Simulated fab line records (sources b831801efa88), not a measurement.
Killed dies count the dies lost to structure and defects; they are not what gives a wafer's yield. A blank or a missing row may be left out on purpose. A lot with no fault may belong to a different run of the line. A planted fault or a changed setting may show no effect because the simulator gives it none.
fab line records ; flow sky130
[record] lots = 11; wafers = 32; last-day = 49
route steps=708 shown LI_CONTACT@378 CONTACT@417 PAD_OPEN@708
lots untouched by any fault: they come from a run of this same line in which no faults occurred
start-h: hours from the record's first day to the start of the lot's first wafer shown ; wait-h: hours since the lot's step before ; " identical to the entry in the row above ; L1.1+2: one row covering several wafers at once ; - no value present, or no start provided ; * or withheld: withheld ; < > ~ a bound
route shown NAME@n: a module of which the file shows steps, and the number in the route of the first ; usual: the fault-free wafers' mean and standard deviation ; same: alike in all rows ; chamber/n: place in a boat ; sites: per-site readings ; _std_site: standard deviation of those values ; _edge_site: mean of outer sites minus mean of inner sites ; radius-mm: for every site, how far away it sits from the centre of the wafer ; mask NAME#n: copy n ; behind: the most recent tool/chamber to have shaped the wafer ; hold: what put the lot on hold/how long, in hours/how the hold closed ; device: whichever transistor did not switch (one of n, p or np) ; end of line: the route-end tests of the same wafers ; a step with no rows: only its recipe ; killed: the dies lost at the first sort to structure and to defects; this is not the yield of the wafer ; map: the dies of a wafer, with x for killed, . for not killed, _ for no die there
set.NAME: the run value of the setting; set.NAME@STEP: its run value at that earlier step ; model.NAME: the simulator's own value behind a step, which no gauge read
the route's steps for a sample of lots (tables are steps, rows are wafers)
services: the hour from which a tool's chamber was out of use, counted from the record's first day as start-h (under 0 if before that day), plus the number of hours and why
[[steps]]
[step SKY_LI_CONTACT_STRIP_16]
[recipe] chemistry = O2/N2; power-w = 1400; pressure-mtorr = 1500; platen-temp-c = withheld; o2-flow-sccm = 3000; n2-flow-sccm = 300; overash-fraction = 0.5
[usual] drypump-motor-current-A = 5.3/0.36; oes-product-au = 0.376/0.0046; strip-time-to-endpoint-s = 3.501/0.024
lot.wafer;tool;chamber;start-h;wait-h;drypump-motor-current-A;oes-product-au;rf-hours-counter-h;strip-time-to-endpoint-s
L219.2;plasma-asher-02;0;686.61;-;4.9;0.378;88;3.526
L219.3;plasma-asher-02;1;686.61;-;5.7;0.378;-;3.475
L219.5;plasma-asher-02;0;686.61;-;4.9;0.375;-;3.463
L220.1;plasma-asher-02;0;696.19;-;4.9;0.369;89;3.467
L220.3;plasma-asher-02;1;696.19;-;5.7;0.377;-;3.486
L220.4;plasma-asher-02;0;696.19;-;4.9;0.380;-;3.480
L222.1;plasma-asher-02;0;716.46;-;4.9;0.381;91;3.506
L222.2;plasma-asher-02;1;716.46;-;5.6;0.368;91;3.487
L222.6;plasma-asher-02;1;716.46;-;5.7;0.376;-;3.509
L223.1;plasma-asher-02;1;717.64;-;5.7;0.376;92;3.512
L223.5;plasma-asher-02;0;717.64;-;4.9;0.369;-;3.501
L223.6;plasma-asher-02;1;717.64;-;5.7;0.374;-;3.499
L225.1;plasma-asher-03;1;730.99;-;5.3;0.378;103;3.475
L225.6;plasma-asher-03;1;730.99;-;5.3;0.370;-;3.489
L227.3;plasma-asher-01;0;745.04;-;5.1;0.381;-;3.513
L227.5;plasma-asher-01;0;745.04;-;5.1;0.378;-;3.506
L227.6;plasma-asher-01;1;745.04;-;5.0;0.379;-;3.487
L228.1;plasma-asher-03;0;747.29;-;6.1;0.379;0;3.495
L228.2;plasma-asher-03;1;747.29;-;5.3;0.377;0;3.469
L228.3;plasma-asher-03;0;747.29;-;6.1;0.374;-;3.493
L232.2;plasma-asher-02;1;780.25;-;5.7;0.379;98;3.529
L232.4;plasma-asher-02;1;780.25;-;5.7;0.376;-;3.517
L232.6;plasma-asher-02;0;780.25;-;4.9;0.380;-;3.521
L229.1;plasma-asher-01;0;784.36;-;5.1;0.369;36;3.504
L229.2;plasma-asher-01;1;784.36;-;5.0;0.383;36;3.508
L229.5;plasma-asher-01;0;784.36;-;5.1;0.379;-;3.525
L236.1;plasma-asher-03;1;819.85;-;5.3;0.376;7;3.510
L236.2;plasma-asher-03;0;819.85;-;6.1;0.377;7;3.496
L236.6;plasma-asher-03;0;819.85;-;6.1;0.377;-;3.496
L238.1;plasma-asher-01;0;827.36;-;5.1;0.380;41;3.524
L238.2;plasma-asher-01;1;827.36;-;5.0;0.371;41;3.505
L238.4;plasma-asher-01;1;827.36;-;5.0;0.377;-;3.531
[step SKY_CONTACT_EXPOSE_11]
[recipe] mask-id = CTM1; na = 0.8; source-shape = annular; sigma-inner = 0.55; sigma-outer = 0.85; target-cd-nm = 170; dose-mj = 38
[usual] exposure-dose-mJ-cm2 = 37.99/0.036
lot.wafer;tool;chamber;start-h;wait-h;mask;exposure-dose-mJ-cm2
L219.2;krf-scanner-01;0;730.61;-;CTM1#0;38.03
L219.3;krf-scanner-01;0;730.61;-;CTM1#0;38.07
L219.5;krf-scanner-01;0;730.61;-;CTM1#0;38.01
L220.1;krf-scanner-01;0;740.51;-;CTM1#0;38.02
L220.3;krf-scanner-01;0;740.51;-;CTM1#0;38.00
L220.4;krf-scanner-01;0;740.51;-;CTM1#0;38.00
L222.1;krf-scanner-01;0;759.61;-;CTM1#0;38.04
L222.2;krf-scanner-01;0;759.61;-;CTM1#0;37.97
L222.6;krf-scanner-01;0;759.61;-;CTM1#0;37.99
L223.1;krf-scanner-02;0;761.18;-;CTM1#0;38.05
L223.5;krf-scanner-02;0;761.18;-;CTM1#0;38.09
L223.6;krf-scanner-02;0;761.18;-;CTM1#0;38.04
L225.1;krf-scanner-01;0;774.34;-;CTM1#0;43.30
L225.6;krf-scanner-01;0;774.34;-;CTM1#0;43.31
L227.3;krf-scanner-01;0;788.43;-;CTM1#0;42.26
L227.5;krf-scanner-01;0;788.43;-;CTM1#0;42.20
L227.6;krf-scanner-01;0;788.43;-;CTM1#0;42.23
L228.1;krf-scanner-01;0;789.66;-;CTM1#0;42.25
L228.2;krf-scanner-01;0;789.66;-;CTM1#0;42.29
L228.3;krf-scanner-01;0;789.66;-;CTM1#0;42.26
L232.2;krf-scanner-02;0;822.01;-;CTM1#0;38.02
L232.4;krf-scanner-02;0;822.01;-;CTM1#0;38.02
L232.6;krf-scanner-02;0;822.01;-;CTM1#0;37.97
L229.1;krf-scanner-01;0;827.11;-;CTM1#0;40.69
L229.2;krf-scanner-01;0;827.11;-;CTM1#0;40.73
L229.5;krf-scanner-01;0;827.11;-;CTM1#0;40.64
L236.1;krf-scanner-02;0;862.99;-;CTM1#0;37.92
L236.2;krf-scanner-02;0;862.99;-;CTM1#0;37.95
L236.6;krf-scanner-02;0;862.99;-;CTM1#0;37.93
L238.1;krf-scanner-02;0;868.86;-;CTM1#0;37.96
L238.2;krf-scanner-02;0;868.86;-;CTM1#0;37.96
L238.4;krf-scanner-02;0;868.86;-;CTM1#0;38.02
[step SKY_CONTACT_CD_MEAS_14]
[recipe] target-cd-nm = 170
[usual] cd-nm = 169.9/1.3
lot.wafer;tool;chamber;start-h;wait-h;cd-nm
L219.2;cd-sem-02;-;743.69;-;169.0
L219.3;cd-sem-02;-;743.69;-;170.2
L219.5;cd-sem-02;-;743.69;-;168.1
L220.1;cd-sem-02;-;753.81;-;168.4
L220.3;cd-sem-02;-;753.81;-;169.1
L220.4;cd-sem-02;-;753.81;-;168.0
L222.1;cd-sem-01;-;773.06;-;168.8
L222.2;cd-sem-01;-;773.06;-;171.5
L222.6;cd-sem-01;-;773.06;-;171.0
L223.1;cd-sem-02;-;774.56;-;170.2
L223.5;cd-sem-02;-;774.56;-;170.2
L223.6;cd-sem-02;-;774.56;-;169.2
L225.1;cd-sem-02;-;787.40;-;194.4
L225.6;cd-sem-02;-;787.40;-;194.3
L227.3;cd-sem-02;-;800.80;-;190.3
L227.5;cd-sem-02;-;800.80;-;190.5
L227.6;cd-sem-02;-;800.80;-;189.8
L228.1;cd-sem-02;-;802.38;-;189.0
L228.2;cd-sem-02;-;802.38;-;188.4
L228.3;cd-sem-02;-;802.38;-;190.6
L232.2;cd-sem-01;-;835.03;-;167.3
L232.4;cd-sem-01;-;835.03;-;168.6
L232.6;cd-sem-01;-;835.03;-;168.7
L229.1;cd-sem-02;-;839.76;-;183.2
L229.2;cd-sem-02;-;839.76;-;183.9
L229.5;cd-sem-02;-;839.76;-;184.0
L236.1;cd-sem-02;-;875.06;-;169.5
L236.2;cd-sem-02;-;875.06;-;170.4
L236.6;cd-sem-02;-;875.06;-;170.0
L238.1;cd-sem-01;-;881.21;-;167.8
L238.2;cd-sem-01;-;881.21;-;168.9
L238.4;cd-sem-01;-;881.21;-;167.1
[step SKY_CONTACT_ETCH_16]
[recipe] chemistry = N2/H2; target = BARC; ion-energy-ev = 200; source-w = 500; bias-w = 100; pressure-mtorr = 30; n2-flow-sccm = 100; h2-flow-sccm = 200; stop-on = SiO2; time-s = 45.9; target-depth-a = 600
[usual] bias-w = 99.99/0.29; drypump-motor-current-A = 5.8/0.51; h2-flow-sccm = 200.0/0.61; oes-product-au = 0.855/0.0048; rf-fwd-power-W = 494.5/2.4; throttle-valve-pct = 13.224/0.0094
lot.wafer;tool;chamber;start-h;wait-h;bias-w;drypump-motor-current-A;h2-flow-sccm;oes-product-au;rf-fwd-power-W;rf-hours-counter-h;throttle-valve-pct
L219.2;rie-diel-01;3;743.82;0.0;99.56;5.6;201.1;0.854;490.5;5;13.229
L219.3;rie-diel-01;0;743.82;0.0;99.68;5.5;200.3;0.854;495.7;20;13.230
L219.5;rie-diel-01;0;743.82;0.0;99.56;5.5;200.7;0.859;496.4;-;13.219
L220.1;rie-diel-04;2;753.96;0.0;100.41;5.5;200.8;0.855;495.9;12;13.216
L220.3;rie-diel-04;1;753.96;0.0;100.36;5.5;200.4;0.854;496.1;1;13.232
L220.4;rie-diel-04;0;753.96;0.0;100.22;5.9;199.2;0.845;496.9;39;13.234
L222.1;rie-diel-01;1;773.22;0.0;99.53;5.5;199.9;0.849;489.8;10;13.230
L222.2;rie-diel-01;0;773.22;0.0;99.83;5.5;200.1;0.844;496.5;21;13.213
L222.6;rie-diel-01;3;773.22;0.0;99.39;5.6;199.7;0.846;492.8;-;13.228
L223.1;rie-diel-03;2;774.72;0.0;99.57;6.1;199.9;0.846;496.9;6;13.230
L223.5;rie-diel-03;2;774.72;0.0;100.56;6.1;199.7;0.850;496.2;-;13.232
L223.6;rie-diel-03;3;774.72;0.0;100.13;6.4;199.3;0.856;492.0;-;13.219
L225.1;rie-diel-03;0;787.55;0.0;99.92;6.7;200.2;0.854;495.2;29;13.221
L225.6;rie-diel-03;1;787.55;0.0;100.13;4.9;200.0;0.853;492.8;-;13.216
L227.3;rie-diel-01;0;800.91;0.0;99.88;5.6;200.2;0.851;495.4;23;13.221
L227.5;rie-diel-01;3;800.91;0.0;100.55;5.6;200.3;0.862;491.3;-;13.223
L227.6;rie-diel-01;0;800.91;0.0;99.87;5.6;200.5;0.860;495.8;-;13.221
L228.1;rie-diel-03;0;802.53;0.0;100.25;6.6;200.6;0.865;496.6;30;13.223
L228.2;rie-diel-03;3;802.53;0.0;99.84;6.5;199.9;0.858;495.3;20;13.221
L228.3;rie-diel-03;1;802.53;0.0;99.95;4.9;199.9;0.848;494.1;27;13.228
L232.2;rie-diel-03;1;835.16;0.0;99.89;5.0;200.2;0.854;492.3;28;13.217
L232.4;rie-diel-03;0;835.16;0.0;99.74;6.7;200.5;0.861;495.6;31;13.232
L232.6;rie-diel-03;1;835.16;0.0;100.31;5.0;199.9;0.858;492.3;-;13.233
L229.1;rie-diel-04;3;839.91;0.0;100.10;6.4;200.5;0.857;493.3;10;13.222
L229.2;rie-diel-04;2;839.91;0.0;100.15;5.5;200.7;0.857;494.5;13;13.222
L229.5;rie-diel-04;2;839.91;0.0;99.66;5.5;200.9;0.849;495.3;-;13.250
L236.1;rie-diel-03;2;875.21;0.0;99.37;6.1;201.0;0.849;496.6;10;13.233
L236.2;rie-diel-03;1;875.21;0.0;99.48;5.0;199.7;0.857;492.3;30;13.224
L236.6;rie-diel-03;1;875.21;0.0;99.74;5.0;199.1;0.861;490.7;-;13.216
L238.1;rie-diel-03;1;881.36;0.0;99.71;4.9;199.4;0.854;493.8;30;13.219
L238.2;rie-diel-03;2;881.36;0.0;99.87;6.2;201.6;0.861;497.2;11;13.203
L238.4;rie-diel-03;2;881.36;0.0;99.98;6.2;200.7;0.861;499.5;-;13.200
[step SKY_CONTACT_RS_MEAS_25]
[recipe] thk-meas-gauge = four-point-probe; reads = W_of_CONTACT_CVD_24+TiN_of_CONTACT_SPUTTER_23
[usual] CONTACT_W_RS = 0.3373/0.0029
lot.wafer;tool;chamber;start-h;wait-h;CONTACT_W_RS[ohm/sq]
L219.2;film-metro-04;-;744.75;0.1;0.3401
L219.3;film-metro-04;-;744.75;0.1;0.3396
L219.5;film-metro-04;-;744.75;0.1;0.3335
L220.1;film-metro-01;-;754.86;0.1;0.3393
L220.3;film-metro-01;-;754.86;0.1;0.3329
L220.4;film-metro-01;-;754.86;0.1;0.3426
L222.1;film-metro-01;-;774.15;0.1;0.3362
L222.2;film-metro-01;-;774.15;0.1;0.3358
L222.6;film-metro-01;-;774.15;0.1;0.3375
L223.1;film-metro-03;-;775.61;0.1;0.3363
L223.5;film-metro-03;-;775.61;0.1;0.3398
L223.6;film-metro-03;-;775.61;0.1;0.3383
L225.1;film-metro-01;-;788.45;0.1;0.3350
L225.6;film-metro-01;-;788.45;0.1;0.3349
L227.3;film-metro-04;-;801.85;0.1;0.3385
L227.5;film-metro-04;-;801.85;0.1;0.3415
L227.6;film-metro-04;-;801.85;0.1;0.3363
L228.1;film-metro-04;-;803.43;0.1;0.3340
L228.2;film-metro-04;-;803.43;0.1;0.3359
L228.3;film-metro-04;-;803.43;0.1;0.3372
L232.2;film-metro-03;-;836.23;0.1;0.3357
L232.4;film-metro-03;-;836.23;0.1;0.3341
L232.6;film-metro-03;-;836.23;0.1;0.3381
L229.1;film-metro-03;-;840.91;0.1;0.3388
L229.2;film-metro-03;-;840.91;0.1;0.3365
L229.5;film-metro-03;-;840.91;0.1;0.3349
L236.1;film-metro-01;-;876.23;0.2;0.3362
L236.2;film-metro-01;-;876.23;0.2;0.3369
L236.6;film-metro-01;-;876.23;0.2;0.3346
L238.1;film-metro-03;-;882.30;0.1;0.3399
L238.2;film-metro-03;-;882.30;0.1;0.3376
L238.4;film-metro-03;-;882.30;0.1;0.3382
[step SKY_PAD_OPEN_PROBE_99]
[usual] killed_at_M0_to_M3 = 44/7.3; killed_at_M4_up = 3.0/1.9; killed-at-contacts = 24/5; killed-at-front-end = 16/4.5; killed-at-other = 0.3/0.46; killed-dies = 87/10; killed-on-rim = 17/3.5; killed-open = 47/8.3; killed-short = 39/6.4
[same] gross-dies = 492; killed-at-back-side = 0
lot.wafer;tool;chamber;start-h;wait-h;killed_at_M0_to_M3;killed_at_M4_up;killed-at-contacts;killed-at-front-end;killed-at-other;killed-dies;killed-on-rim;killed-open;killed-short
L225.1;prober-01;-;1114.25;0.1;49;0;88;13;0;150;49;54;30
L225.6;prober-01;-;1114.50;0.2;47;5;76;10;0;138;42;47;39
L227.3;prober-02;-;1125.03;0.2;30;3;50;12;0;95;31;36;30
L227.5;prober-02;-;1125.13;0.2;28;2;45;18;1;94;27;48;24
L227.6;prober-02;-;1125.18;0.2;35;0;30;6;0;71;23;33;22
L228.1;prober-01;-;1127.10;0.1;52;6;30;13;0;101;26;48;40
L228.2;prober-01;-;1127.15;0.1;40;4;34;9;0;87;22;44;37
L228.3;prober-01;-;1127.20;0.2;43;6;46;17;1;113;32;55;37
L229.1;prober-02;-;1151.84;0.1;60;3;30;19;0;112;20;62;50
L229.2;prober-02;-;1151.89;0.1;39;4;28;19;1;91;16;46;43
L229.5;prober-02;-;1152.04;0.2;54;0;22;14;1;91;18;48;42
// killed by level:class
L225.1 CONTACT:area-expose=66 VIA1:geometric-particle:open=16 LI_CONTACT:geometric-particle:open=10 VIA2:geometric-particle:open=10 METAL1:geometric-particle:short=7 CONTACT:geometric-particle:open=6 FIELD_ISO:geometric-particle:open=5 VIA1:geometric-particle:short=5
L225.6 CONTACT:area-expose=52 LI_CONTACT:geometric-particle:open=9 VIA3:geometric-particle:open=8 VIA1:geometric-particle:short=8 CONTACT:geometric-particle:short=6 VIA1:geometric-particle:open=6 VIA2:geometric-particle:open=6 LOCAL_INTERCONNECT:geometric-particle:short=4
L227.3 CONTACT:area-expose=29 LI_CONTACT:geometric-particle:open=7 LI_CONTACT:geometric-particle:short=6 POLY_GATE:geometric-particle:open=5 CONTACT:geometric-particle:open=5 VIA1:geometric-particle:short=4 METAL1:geometric-particle:short=4 METAL3:geometric-particle:short=4
L227.5 CONTACT:area-expose=22 LI_CONTACT:geometric-particle:open=11 VIA1:geometric-particle:open=8 FIELD_ISO:geometric-particle:open=5 POLY_GATE:geometric-particle:open=5 LOCAL_INTERCONNECT:geometric-particle:short=4 CONTACT:geometric-particle:open=4 VIA2:geometric-particle:open=4
L227.6 CONTACT:area-expose=16 VIA1:geometric-particle:open=7 VIA3:geometric-particle:open=6 CONTACT:geometric-particle:open=6 METAL2:geometric-particle:short=6 VIA2:geometric-particle:open=5 LI_CONTACT:geometric-particle:open=3 VIA2:geometric-particle:short=3
L228.1 CONTACT:area-expose=13 VIA1:geometric-particle:open=10 VIA2:geometric-particle:open=10 METAL1:geometric-particle:short=8 CONTACT:geometric-particle:open=7 METAL2:geometric-particle:short=7 LI_CONTACT:geometric-particle:open=6 VIA1:geometric-particle:short=5
L228.2 CONTACT:geometric-particle:open=12 VIA1:geometric-particle:open=9 CONTACT:geometric-particle:short=7 METAL2:geometric-particle:short=6 VIA3:geometric-particle:open=6 VIA2:geometric-particle:open=6 CONTACT:area-expose=6 METAL3:geometric-particle:short=5
L228.3 CONTACT:area-expose=21 VIA1:geometric-particle:open=11 LI_CONTACT:geometric-particle:open=9 CONTACT:geometric-particle:open=8 VIA3:geometric-particle:open=8 VIA3:geometric-particle:short=7 FIELD_ISO:geometric-particle:open=6 VIA2:geometric-particle:short=5
L229.1 CONTACT:geometric-particle:open=15 VIA1:geometric-particle:open=14 VIA2:geometric-particle:open=11 METAL1:geometric-particle:short=9 VIA1:geometric-particle:short=6 METAL2:geometric-particle:short=6 VIA2:geometric-particle:short=6 LI_CONTACT:geometric-particle:open=5
L229.2 METAL2:geometric-particle:short=9 LI_CONTACT:geometric-particle:open=8 CONTACT:geometric-particle:open=8 VIA1:geometric-particle:open=8 POLY_GATE:geometric-particle:short=6 VIA3:geometric-particle:open=5 METAL1:geometric-particle:short=5 LOCAL_INTERCONNECT:geometric-particle:short=4
L229.5 VIA1:geometric-particle:open=10 VIA3:geometric-particle:open=9 VIA2:geometric-particle:open=9 METAL2:geometric-particle:short=6 CONTACT:geometric-particle:short=5 CONTACT:geometric-particle:open=5 VIA1:geometric-particle:short=5 LI_CONTACT:geometric-particle:open=4
[[services]]
tool;chamber;start-h;hours;kind
rie-diel-03;3;687.53;19.6;repair
krf-scanner-02;-;689.90;0.8;repair
rie-diel-01;0;693.57;5.1;repair
krf-scanner-01;-;703.93;1.0;pm
krf-scanner-01;-;705.82;5.4;repair
krf-scanner-01;-;707.85;0.9;repair
krf-scanner-02;-;721.69;1.0;pm
rie-diel-03;3;722.46;1.3;repair
krf-scanner-01;-;723.29;0.8;pm
plasma-asher-01;-;726.36;4.0;pm
krf-scanner-02;-;729.59;1.3;pm
krf-scanner-01;-;734.72;1.0;repair
rie-diel-01;2;737.54;132.0;repair
krf-scanner-02;-;747.00;1.8;repair
krf-scanner-02;-;769.04;0.8;pm
krf-scanner-01;-;785.47;1.3;pm
plasma-asher-01;-;800.89;0.4;repair
krf-scanner-02;-;815.36;4.0;pm
krf-scanner-02;-;825.95;33.8;repair
krf-scanner-02;-;834.82;2.3;repair
rie-diel-03;0;840.05;70.6;repair
krf-scanner-01;-;840.41;1.0;repair
krf-scanner-02;-;852.74;4.1;repair
krf-scanner-01;-;872.93;1.0;pm
[[key]]
[first-sign] step = SKY_CONTACT_EXPOSE_11; reading = exposure-dose-mJ-cm2; direction = up; sigmas = 99+; usual = *; struck = *
[effect] step = SKY_CONTACT_CD_MEAS_14; reading = cd-nm; direction = up; sigmas = 15; usual = 169.9; struck = 188.9; through = control-loop
[effect] step = SKY_PAD_OPEN_PROBE_99; reading = killed-at-contacts; direction = up; sigmas = 3.9; usual = 24; struck = 44; wafers-moved = 7
[more-kills-born-at] SKY_CONTACT_EXPOSE_11@krf-scanner-01 = 228
met-at SKY_CONTACT_EXPOSE_11
struck-lots L225,L227,L228,L229
tester-left-out L225,L227,L228,L229
[loop-trim] step = SKY_CONTACT_EXPOSE_11; setting = dose; lots = L227,L228,L229
not-acting-at SKY_LI_CONTACT_STRIP_16,SKY_CONTACT_ETCH_16,SKY_CONTACT_RS_MEAS_25
onset-between 759.61 774.34
[fault] kind = process-parameter-drift; tool = krf-scanner-01; chamber = -; onset-h = 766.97; steps = SKY_CONTACT_EXPOSE_11; channel = dose-mj; offset = 5.3137; shape = step; acts-in = these-recipes-only; stated = 38
// tester-left-out: of these lots the tester's yield and bins aren't shown, on N5 and GAA mostly nor the transistor test; their killed dies are dies lost to structure and defects alone, not to doping, threshold or leakage, so they don't give the yield
// loop-trim: a control loop set the setting to another value than it would have without faults
